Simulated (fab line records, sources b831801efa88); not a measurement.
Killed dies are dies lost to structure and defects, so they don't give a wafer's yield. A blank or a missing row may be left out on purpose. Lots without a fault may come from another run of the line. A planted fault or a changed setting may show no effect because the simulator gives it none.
Which tool did it? | flow sky130 | 15 lots, 45 wafers sampled, at 5 steps of a route of 708

WHAT THE GAUGES READ, wafer by wafer
SKY_NWELL_OVL_MEAS_10. Usual: NWELL_00_OVL -0.1 nm, standard deviation 1.3.
lot  | measured    | on         | NWELL_00_OVL (nm) | flag
L785 | day 4 21:28 | overlay-02 | 1.9 1.2 2.8       |
L786 | day 5 06:21 | overlay-02 | 0.8 0.7 1.8       |
L787 | day 5 09:18 | overlay-01 | -0.7 -2.1 -1.3    |
L788 | day 5 11:28 | overlay-01 | -0.9 -1.3 1.2     |
L789 | day 5 16:59 | overlay-01 | 1.0 -1.3 -0.5     |
L790 | day 6 00:58 | overlay-02 | 1.3 1.0 1.5       |
L791 | day 6 09:46 | overlay-01 | 0.1 -0.8 -0.6     |
L793 | day 6 12:28 | overlay-01 | -2.0 -1.9 -1.6    |
L796 | day 7 08:48 | overlay-01 | 0.0 -1.4 -0.8     |
L798 | day 7 15:14 | overlay-01 | -0.9 -0.4 1.1     |
L801 | day 8 09:56 | overlay-01 | 0.1 -1.8 -0.4     |
L804 | day 9 01:00 | overlay-01 | 0.1 0.9 -0.2      |
L805 | day 9 13:23 | overlay-01 | -1.2 -0.2 -1.0    |
L806 | day 9 18:44 | overlay-02 | 0.7 0.7 1.3       |
L807 | day 9 23:20 | overlay-02 | -0.5 -0.4 -0.4    |

SKY_VT_ADJUST_NCORE_TW_MEAS_11. Usual: VT_ADJUST_NCORE_TW 217.8, standard deviation 0.95.
lot  | measured     | on            | VT_ADJUST_NCORE_TW | flag
L785 | day 9 01:04  | film_metro-01 | 217.5 217.4 217.6  |
L786 | day 9 11:07  | film_metro-02 | 219.9 219.2 218.9  |
L787 | day 9 13:00  | film_metro-01 | 217.2 217.6 216.2  |
L788 | day 9 16:44  | film_metro-04 | 217.1 218.1 218.8  |
L789 | day 9 21:20  | film_metro-04 | 218.2 218.4 218.3  |
L790 | day 10 07:47 | film_metro-04 | 218.7 219.2 219.5  |
L791 | day 10 18:37 | film_metro-01 | 217.4 215.9 216.2  |
L793 | day 10 20:07 | film_metro-04 | 218.9 217.8 219.3  |
L796 | day 11 20:22 | film_metro-02 | 218.5 218.8 217.9  |
L798 | day 12 04:47 | film_metro-04 | 216.7 216.6 217.8  |
L801 | day 13 02:48 | film_metro-04 | 218.7 217.0 217.2  |
L804 | day 13 21:04 | film_metro-02 | 216.9 217.7 218.0  |
L805 | day 14 10:35 | film_metro-04 | 217.6 216.9 216.9  |
L806 | day 14 19:35 | film_metro-04 | 217.2 218.0 216.1  |
L807 | day 15 00:11 | film_metro-04 | 217.6 217.8 217.9  |

SKY_SONOS_TUNNEL_OVL_MEAS_08. Usual: SONOS_TUNNEL_OVL -1.8 nm, standard deviation 1.6.
lot  | measured     | on         | SONOS_TUNNEL_OVL (nm) | flag
L785 | day 11 18:55 | overlay-02 | -3.3 -3.6 -2.0        |
L786 | day 12 06:38 | overlay-01 | -2.7 -1.2 -3.1        |
L787 | day 12 07:38 | overlay-01 | -2.5 -2.6 -3.9        |
L788 | day 12 12:17 | overlay-01 | -0.1 0.4 -1.1         |
L789 | day 12 18:58 | overlay-01 | -129.2 -129.8 -128.3  | OFF
L790 | day 13 06:32 | overlay-02 | -4.5 -2.4 -1.9        |
L791 | day 13 18:38 | overlay-02 | -128.0 -129.4 -128.6  | OFF
L793 | day 13 20:47 | overlay-02 | -131.2 -131.9 -131.0  | OFF
L796 | day 14 22:59 | overlay-02 | -5.8 -6.0 -5.3        |
L798 | day 15 09:47 | overlay-02 | -0.4 -0.2 -0.5        |
L801 | day 16 11:38 | overlay-02 | -1.7 -4.0 -2.3        |
L804 | day 17 06:44 | overlay-02 | -0.8 -0.2 -0.7        |
L805 | day 17 21:40 | overlay-02 | -0.1 -0.6 -0.4        |
L806 | day 18 08:29 | overlay-02 | -1.8 -4.1 -3.5        |
L807 | day 18 13:01 | overlay-02 | -1.2 -1.9 -3.7        |

SKY_LDD_N_TW_MEAS_17. Usual: LDD_N_TW 2567, standard deviation 15.
lot  | measured     | on            | LDD_N_TW       | flag
L785 | day 18 13:36 | film_metro-01 | 2550 2560 2574 |
L786 | day 18 23:36 | film_metro-04 | 2565 2556 2546 |
L787 | day 18 22:47 | film_metro-01 | 2555 2557 2552 |
L788 | day 19 04:04 | film_metro-04 | 2555 2562 2562 |
L789 | day 19 10:38 | film_metro-01 | 2564 2559 2582 |
L790 | day 19 16:25 | film_metro-02 | 2577 2571 2571 |
L791 | day 20 13:21 | film_metro-01 | 2558 2563 2569 |
L793 | day 20 14:15 | film_metro-04 | 2551 2550 2553 |
L796 | day 22 00:38 | film_metro-01 | 2554 2539 2540 |
L798 | day 22 13:31 | film_metro-04 | 2567 2556 2568 |
L801 | day 23 12:02 | film_metro-02 | 2580 2593 2590 |
L804 | day 24 11:54 | film_metro-02 | 2577 2576 2572 |
L805 | day 25 00:21 | film_metro-01 | 2561 2563 2552 |
L806 | day 25 08:50 | film_metro-01 | 2563 2546 2563 |
L807 | day 25 12:55 | film_metro-04 | 2547 2555 2563 |

WHICH TOOL RAN EACH LOT (tool, then ch and the chambers of the sampled wafers, then the start)
lot  | SKY_SONOS_TUNNEL_EXPOSE_04
L785 | iline_stepper-01 ch 0, day 11 07:51
L786 | iline_stepper-02 ch 0, day 11 19:08
L787 | iline_stepper-01 ch 0, day 11 20:10
L788 | iline_stepper-01 ch 0, day 12 00:39
L789 | iline_stepper-01 ch 0, day 12 06:14
L790 | iline_stepper-02 ch 0, day 12 17:37
L791 | iline_stepper-01 ch 0, day 13 05:58
L793 | iline_stepper-01 ch 0, day 13 08:36
L796 | iline_stepper-02 ch 0, day 14 09:59
L798 | iline_stepper-02 ch 0, day 14 21:19
L801 | iline_stepper-02 ch 0, day 15 22:02
L804 | iline_stepper-02 ch 0, day 16 15:54
L805 | iline_stepper-02 ch 0, day 17 07:42
L806 | iline_stepper-02 ch 0, day 17 17:17
L807 | iline_stepper-02 ch 0, day 17 22:05
- SKY_SONOS_TUNNEL_EXPOSE_04: exposes mask TUNM, target cd 410 nm.

WHAT THE TOOLS THEMSELVES READ (means of the sampled wafers that have a number; where no wafer has one, the mark that the record gives instead)
The record holds no such reading with a usual standard deviation.

THE ANSWER, worked out from the rows above alone
Rule: a lot is off if the mean of its wafers that have a number lies more than 3 standard deviations from the usual mean. A lot without any number at a reading at which 4 lots or more have one is off too. The other lots that the step has rows for count as sound. The gauges are gone through in route order, then the tools' own readings, and for those a lot's mean is taken as printed above. The first step at which some lot is off is used, and at that step the reading that is off furthest; a lot without a number counts as furthest.
Off: L789, L791, L793, at SKY_SONOS_TUNNEL_OVL_MEAS_08 (SONOS_TUNNEL_OVL).
A tool fits if, at a process step before that reading, it ran every lot that is off, and no sound lot after the first of them. The gauges at SKY_SONOS_TUNNEL_OVL_MEAS_08 are tried like those tools. One fits: iline_stepper-01 at SKY_SONOS_TUNNEL_EXPOSE_04. Its last sound lot is L788 (day 12 00:39), its first lot that is off L789 (day 12 06:14): a fault that began between those two fits.

WHAT THE SIMULATOR HAD PUT IN
Scanner matching overlay: iline_stepper-01, from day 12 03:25 on, at SKY_SONOS_TUNNEL_EXPOSE_04. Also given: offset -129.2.
Lots struck among those shown: L789, L791, L793. The rule above found the same.
